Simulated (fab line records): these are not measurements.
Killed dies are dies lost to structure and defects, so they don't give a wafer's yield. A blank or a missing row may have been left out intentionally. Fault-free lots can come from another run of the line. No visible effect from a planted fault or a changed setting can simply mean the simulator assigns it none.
2 desks looking at one fault :: flow sky130 :: numbers are kept per desk, each desk with only its own; the story behind them comes last

THE TOOL OWNER'S DESK: furnace-01
The tool's own readings at SKY_GATE_OXIDE_OXIDATION_01 (stabilise 600 s, purge 300 s, target thk 10.268 nm): means of the sampled wafers that have a number, for each lot that ran on this tool. The brackets show how far a lot's mean lies from the usual mean; more than 4 standard deviations puts the lot out of limits, marked OUT. Of its 8 readings 7 are shown: the one that was out of limits first, and those that lie furthest out on some lot.
Columns: A = spike-tc-bottom-C at SKY_GATE_OXIDE_OXIDATION_01, usual 918.6 C; B = spike-tc-centre-C at SKY_GATE_OXIDE_OXIDATION_01, usual 901.2 C; C = spike-tc-lower-C at SKY_GATE_OXIDE_OXIDATION_01, usual 900.0 C; D = spike-tc-top-C at SKY_GATE_OXIDE_OXIDATION_01, usual 910 C; E = spike-tc-upper-C at SKY_GATE_OXIDE_OXIDATION_01, usual 898.0 C; F = tube-center-temp-C at SKY_GATE_OXIDE_OXIDATION_01, usual 900 C; G = tube_center_temp_C_max at SKY_GATE_OXIDE_OXIDATION_01, usual 902.3
lot: L990
first seen here: day 12 15:26
A: 917.4
B: 901.8
C: 898.9
D: 908
E: 898.2
F: 900
G: 902.7

lot: L991
first seen here: day 13 01:43
A: 916.3
B: 901.8
C: 898.5
D: 907
E: 896.2
F: 900
G: 902.4

lot: L992
first seen here: day 13 04:39
A: 916.7
B: 900.0
C: 898.7
D: 907
E: 897.1
F: 900
G: 902.1

lot: L997
first seen here: day 15 01:33
A: 916.8
B: 900.2
C: 899.5
D: 907
E: 896.8
F: 900
G: 902.5

lot: L998
first seen here: day 15 08:41
A: 918.0
B: 900.7
C: 899.2
D: 907
E: 896.8
F: 900
G: 902.4

lot: L999
first seen here: day 15 21:46
A: 917.0
B: 900.6
C: 898.6
D: 907
E: 897.1
F: 900
G: 902.1

lot: L102
first seen here: day 17 02:55
A: 918.4
B: 900.9
C: 900.2
D: 907
E: 897.1
F: 900
G: 902.1

lot: L107
first seen here: day 18 15:13
A: 894.2 (-14) OUT
B: 877.1 (-24) OUT
C: 875.4 (-19) OUT
D: 885 (-8.4) OUT
E: 874.8 (-17) OUT
F: 877 (-99 or more) OUT
G: 878.7 (-60) OUT

lot: L110
first seen here: day 20 03:57
A: 894.7 (-13) OUT
B: 878.6 (-23) OUT
C: 875.6 (-19) OUT
D: 884 (-8.7) OUT
E: 874.6 (-17) OUT
F: 877 (-99 or more) OUT
G: 879.3 (-59) OUT
Finding of this desk: L107, L110 out of limits; the first was L107 at day 18 15:13, on spike-tc-bottom-C at SKY_GATE_OXIDE_OXIDATION_01. In limits: L990, L991, L992, L997, L998, L999, L102.

THE METROLOGY DESK
What the gauges read, lot by lot, whatever tool the lot ran on: means of the sampled wafers that have a number. The brackets show how far a lot's mean lies from the usual mean; more than 4 standard deviations puts the lot out of limits, marked OUT.
Columns: A = VT_ADJUST_LVTN_TW at SKY_VT_ADJUST_LVTN_TW_MEAS_10, usual 242.4; B = GATE_OXIDE_OXIDATION_00_THK at SKY_GATE_OXIDE_THK_MEAS_02, usual 10.40 nm
lot: L990
first seen here: day 6 18:41
A: 244.5
B: 10.45

lot: L991
first seen here: day 7 02:20
A: 240.3
B: 10.06

lot: L992
first seen here: day 7 06:29
A: 240.4
B: 10.53

lot: L995
first seen here: day 8 03:31
A: 241.2
B: 10.35

lot: L996
first seen here: day 8 12:17
A: 244.5
B: 10.29

lot: L997
first seen here: day 8 18:05
A: 241.1
B: 10.51

lot: L998
first seen here: day 9 00:23
A: 241.6
B: 10.60

lot: L999
first seen here: day 9 08:59
A: 241.5
B: 10.45

lot: L100
first seen here: day 9 14:23
A: 243.4
B: 10.28

lot: L102
first seen here: day 10 08:34
A: 240.4
B: 10.33

lot: L105
first seen here: day 11 05:20
A: 240.1
B: 10.40

lot: L107
first seen here: day 11 15:35
A: 243.6
B: 8.04 (-13) OUT

lot: L110
first seen here: day 12 18:25
A: 242.0
B: 8.13 (-13) OUT

lot: L113
first seen here: day 13 02:34
A: 241.2
B: 10.40
Finding of this desk: L107, L110 out of limits, first seen on L107 at day 18 16:38 (GATE_OXIDE_OXIDATION_00_THK at SKY_GATE_OXIDE_THK_MEAS_02). In limits: L990, L991, L992, L995, L996, L997, L998, L999, L100, L102, L105, L113.

PUT TOGETHER
An alarm could have come from the tool owner's desk at day 18 15:13, on L107, L110.
Metrology desk: alarm possible at day 18 16:38 on L107, L110.
On furnace-01, each named lot ran SKY_GATE_OXIDE_OXIDATION_01.

WHAT THE SIMULATOR HAD PUT IN
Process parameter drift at SKY_GATE_OXIDE_OXIDATION_01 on furnace-01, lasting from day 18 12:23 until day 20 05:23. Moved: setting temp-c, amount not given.
Shown lots that were struck: L107, L110.
Counting hours from when the fault started, the first reading out of limits came at 3 for the tool owner's desk and at 4 for the metrology desk.
